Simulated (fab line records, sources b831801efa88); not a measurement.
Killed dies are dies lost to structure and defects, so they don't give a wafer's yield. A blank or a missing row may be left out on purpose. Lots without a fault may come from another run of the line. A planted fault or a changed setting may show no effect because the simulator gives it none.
A struck lot beside a sound one | flow sky130 | 16 steps out of a route of 708
Sound: wafers L508.3, L508.4, L508.5. Struck: wafers L522.3, L522.4, L522.5. The cause comes at the end.
At each step with rows: each side's tool, then ch and its chambers, then its first start. Under that, the readings that differ: sound wafers | struck wafers | difference of the means | sigmas: that difference in standard deviations of wafers without a fault.
alike: readings whose means differ by less than 2 such deviations, and words and numbers that are the same on both sides. not compared: withheld readings, readings that some wafer has no value for, bounds like >300 that may hide the same value, and numbers for which the record gives no deviation and whose values overlap.
The two part at a step that has a row with sigmas, a row that says differs or no value, or rows on one side only. Numbers that don't overlap but have no deviation are shown without sigmas and don't part them. A reading that every wafer of one side lacks parts them only if that side has two wafers or more.

SKY_FIELD_ISO_THK_MEAS_02:
  sound on film_metro-01, day 1 12:38; struck on film_metro-02, day 4 10:19
  alike: FIELD_ISO_OXIDATION_00_THK
then, 1 step without rows for these wafers: SKY_FIELD_ISO_CVD_03 (deposits Si3N4 from DCS/NH3, target thk 165 nm, time 2830 s).
SKY_FIELD_ISO_THK_MEAS_04:
  sound on film_metro-01, day 1 14:29; struck on film_metro-01, day 4 12:10
  alike: FIELD_ISO_CVD_03_THK
then, 8 steps without rows for these wafers: SKY_FIELD_ISO_DEHYDRATE_05 (time 60 s); SKY_FIELD_ISO_HMDS_06 (prime time 60 s); SKY_FIELD_ISO_COAT_07 (resist thk 60 nm); SKY_FIELD_ISO_COAT_08 (resist thk 450 nm); SKY_FIELD_ISO_SOFTBAKE_09 (time 90 s); SKY_FIELD_ISO_EXPOSE_10 (exposes mask FOM, target cd 150 nm); SKY_FIELD_ISO_PEB_11; SKY_FIELD_ISO_DEVELOP_12 (develop time 60 s).
SKY_FIELD_ISO_CD_MEAS_13: target cd 150 nm.
  sound on cd_sem-01, day 2 05:01; struck on cd_sem-01, day 5 05:27
  alike: cd_nm
SKY_FIELD_ISO_ETCH_14: etches BARC in N2/H2, stops on SiO2, time 45.9 s, target depth 60 nm.
  sound on rie_diel-04 ch 1,2, day 2 05:05; struck on rie_diel-04 ch 0,2, day 5 05:32
  no value came back on the struck wafers for any of 5 readings (bias_w (W), chamber_pressure_mTorr (mTorr) and others); on the sound wafers bias_w (W) reads 99.9 99.8 99.7
  reading                                          | sound             | struck            | difference | sigmas
  model.KrF-thick_of_FIELD_ISO_COAT_08.thk_nm (nm) | 392.7 392.1 392.7 | 436.6 436.4 436.3 | +43.9      |
  not compared: rf_hours_counter_h
SKY_FIELD_ISO_ETCH_15: etches the open film in CHF3/O2, stops on Si, target depth 180 nm, time 72 s.
  sound on rie_diel-04 ch 1,2, day 2 05:08; struck on rie_diel-04 ch 0,2, day 5 05:35
  reading                                          | sound             | struck            | difference | sigmas
  oes_product_au (a.u.)                            | 0.952 0.966 0.943 | 0.371 0.374 0.376 | -0.580     | -85
  throttle_valve_pct (%)                           | 8.823 8.850 8.847 | 8.668 8.659 8.665 | -0.176     | -20
  model.KrF-thick_of_FIELD_ISO_COAT_08.thk_nm (nm) | 234.2 234.1 235.5 | 279.4 276.7 277   | +43.1      |
  alike: O2_flow_sccm, bias_w, drypump_motor_current_A
  not compared: rf_hours_counter_h
SKY_FIELD_ISO_STRIP_16: strips in O2/N2.
  sound on plasma_asher-02 ch 0,1, day 2 05:13; struck on plasma_asher-03 ch 0,1, day 5 05:40
  reading                      | sound             | struck            | difference | sigmas
  oes_product_au (a.u.)        | 0.376 0.375 0.372 | 0.396 0.395 0.401 | +0.023     | +5
  strip_time_to_endpoint_s (s) | 3.51 3.52 3.53    | 4.00 3.97 3.99    | +0.47      | +11
  alike: drypump_motor_current_A
  not compared: rf_hours_counter_h
SKY_FIELD_ISO_ETCH_17: etches Si in HBr/Cl2/O2, target depth 342 nm, time 97.7 s.
  sound on rie_si-02 ch 0,1, day 2 05:17; struck on rie_si-02 ch 0,2, day 5 05:44
  alike: HBr_flow_sccm, O2_flow_sccm, drypump_motor_current_A, oes_product_au, throttle_valve_pct
  not compared: rf_hours_counter_h

WHERE THEY PART
First at SKY_FIELD_ISO_ETCH_14; last, within this record, at SKY_FIELD_ISO_STRIP_16. Later steps at which nothing parts them and some readings are alike: SKY_FIELD_ISO_ETCH_17.

WHY: what the simulator had put in
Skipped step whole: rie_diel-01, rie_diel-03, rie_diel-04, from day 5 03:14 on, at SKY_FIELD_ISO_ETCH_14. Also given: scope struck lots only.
